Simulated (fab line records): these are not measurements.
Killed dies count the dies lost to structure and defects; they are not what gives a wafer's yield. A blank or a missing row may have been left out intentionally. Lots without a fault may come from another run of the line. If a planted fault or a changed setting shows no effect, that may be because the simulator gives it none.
fab line records | flow sky130
record lots=14 | wafers=42 | last-day=50
route steps=708 shown LDD_N@252
lots that met no fault: taken from a fault-free run of the same line
start-h: start of the lot's first displayed wafer, in hours after the record's first day | wait-h: hours since the lot's step before | " unchanged from the row above | L1.1+2: a single row standing in for several wafers | - either no value or no given start | * or withheld: withheld | < > ~ a bound
route shown NAME@n: a module of which the file shows steps, and the number in the route of the first | usual: average and standard deviation across the fault-free wafers | same: alike in all rows | chamber/n: place in a boat | sites: each site's reading | _std_site: standard deviation of those values | _edge_site: mean of outer sites minus mean of inner sites | radius-mm: how far each site lies from the wafer's centre | mask NAME#n: copy n | behind: the tool/chamber that last shaped the wafer | hold: what put the lot on hold/how long, in hours/how the hold closed | device: the n, p or np transistor that did not switch | end of line: the tests these same wafers got at the end of their route | step lacking rows: just its recipe | killed: dies lost to structure and defects at the first sort, not the wafer's yield | map: per-die view of a wafer (x killed, . not killed, _ where there is no die)
set.NAME: setting as actually run; set.NAME@STEP: the setting as run at that earlier step | model.NAME: the simulator's own value behind a step, which no gauge read
steps of the route over a sample of lots; a table a step, a row a wafer
services: the hour from which a tool's chamber was out of use, counted from the record's first day as start-h (under 0 if before that day), plus the number of hours and why
## steps
# step SKY_LDD_N_IMPLANT_15
# recipe species=BF2 | energy-kev=50 | dose-cm2=5e+12 | tilt-deg=30 | rotation-deg=270
# usual beam-energy-keV=50.001/0.017 | beam-on-s=10.00/0.19
lot.wafer | tool         | chamber | start-h | wait-h | beam-energy-keV | beam-on-s
L278.2    | implanter-01 | 0       | 403.80  | 0.1    | 50.001          | 9.58
L278.3    | "            | 0       | "       | "      | 49.994          | 10.12
L278.6    | "            | 0       | "       | "      | 50.003          | 10.11
L279.2    | implanter-01 | 0       | 413.15  | 0.1    | 50.010          | 9.82
L279.4    | "            | 0       | "       | "      | 50.011          | 10.21
L279.5    | "            | 0       | "       | "      | 49.984          | 10.11
L280.2    | implanter-04 | 0       | 422.86  | 0.1    | 50.003          | 9.95
L280.3    | "            | 0       | "       | "      | 49.979          | 9.90
L280.6    | "            | 0       | "       | "      | 50.015          | 10.15
L281.2    | implanter-04 | 0       | 435.05  | 0.1    | 49.984          | 9.63
L281.5    | "            | 0       | "       | "      | 49.991          | 10.09
L281.6    | "            | 0       | "       | "      | 50.001          | 9.97
L284.4    | implanter-01 | 0       | 457.55  | 0.1    | 50.009          | 9.71
L284.5    | "            | 0       | "       | "      | 50.007          | 10.15
L284.6    | "            | 0       | "       | "      | 50.004          | 10.15
L288.1    | implanter-01 | -       | 499.17  | 0.1    | -               | -
L288.5    | "            | -       | "       | "      | -               | -
L288.6    | "            | -       | "       | "      | -               | -
L289.1    | implanter-03 | -       | 506.92  | 0.1    | -               | -
L289.4    | "            | -       | "       | "      | -               | -
L289.6    | "            | -       | "       | "      | -               | -
L292.1    | implanter-01 | 0       | 529.12  | 0.1    | 49.987          | 10.23
L292.3    | "            | 0       | "       | "      | 49.978          | 9.86
L292.6    | "            | 0       | "       | "      | 49.978          | 10.35
L293.1    | implanter-03 | 0       | 553.07  | 0.1    | 50.002          | 9.85
L293.3    | "            | 0       | "       | "      | 50.018          | 9.96
L293.6    | "            | 0       | "       | "      | 50.005          | 10.17
L294.2    | implanter-04 | 0       | 554.35  | 0.1    | 50.016          | 10.13
L294.3    | "            | 0       | "       | "      | 50.006          | 10.22
L294.4    | "            | 0       | "       | "      | 50.020          | 10.13
L295.1    | implanter-01 | 0       | 561.07  | 0.1    | 50.000          | 10.12
L295.5    | "            | 0       | "       | "      | 49.972          | 9.86
L295.6    | "            | 0       | "       | "      | 49.957          | 9.62
L296.1    | implanter-01 | 0       | 566.42  | 0.1    | 50.001          | 9.75
L296.2    | "            | 0       | "       | "      | 49.989          | 9.95
L296.4    | "            | 0       | "       | "      | 50.015          | 10.22
L298.1    | implanter-01 | 0       | 582.97  | 0.1    | 49.996          | 10.19
L298.2    | "            | 0       | "       | "      | 50.024          | 9.92
L298.4    | "            | 0       | "       | "      | 50.002          | 10.15
L300.4    | implanter-04 | 0       | 594.81  | 0.1    | 49.993          | 9.97
L300.5    | "            | 0       | "       | "      | 49.982          | 9.70
L300.6    | "            | 0       | "       | "      | 50.004          | 10.04
## services
tool         | chamber | start-h | hours | kind
implanter-03 | -       | 432.95  | 3.3   | pm
implanter-04 | -       | 442.53  | 3.9   | pm
implanter-01 | -       | 447.32  | 2.3   | pm
implanter-03 | -       | 486.16  | 1.9   | repair
implanter-01 | -       | 501.57  | 2.8   | repair
implanter-04 | -       | 587.52  | 1.5   | repair
## key
first-sign step=SKY_LDD_N_IMPLANT_15 | reading=tool-record | direction=missing
effect none on later readings
met-at SKY_LDD_N_IMPLANT_15
struck-lots L288,L289
later-rows-left-out L288.1,L288.5,L288.6,L289.1,L289.4,L289.6
sort-left-out L288.1,L288.5,L288.6,L289.1,L289.4,L289.6
tester-left-out L288,L289
onset-between 457.55 499.17
fault kind=skipped-step-whole | tool=implanter-01,implanter-03 | chamber=- | onset-h=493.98 | steps=SKY_LDD_N_IMPLANT_15 | scope=struck-lots-only
# tester-left-out: of these lots the tester's yield and bins aren't shown, on N5 and GAA mostly nor the transistor test; their killed dies are dies lost to structure and defects alone, not to doping, threshold or leakage, so they don't give the yield
# sort-left-out: the simulated sort isn't trusted on such a fault, so these wafers' sort isn't shown, and their yield isn't known
# later-rows-left-out: the simulator's readings of these wafers behind a module that went badly wrong aren't trusted and aren't shown, but for the sort
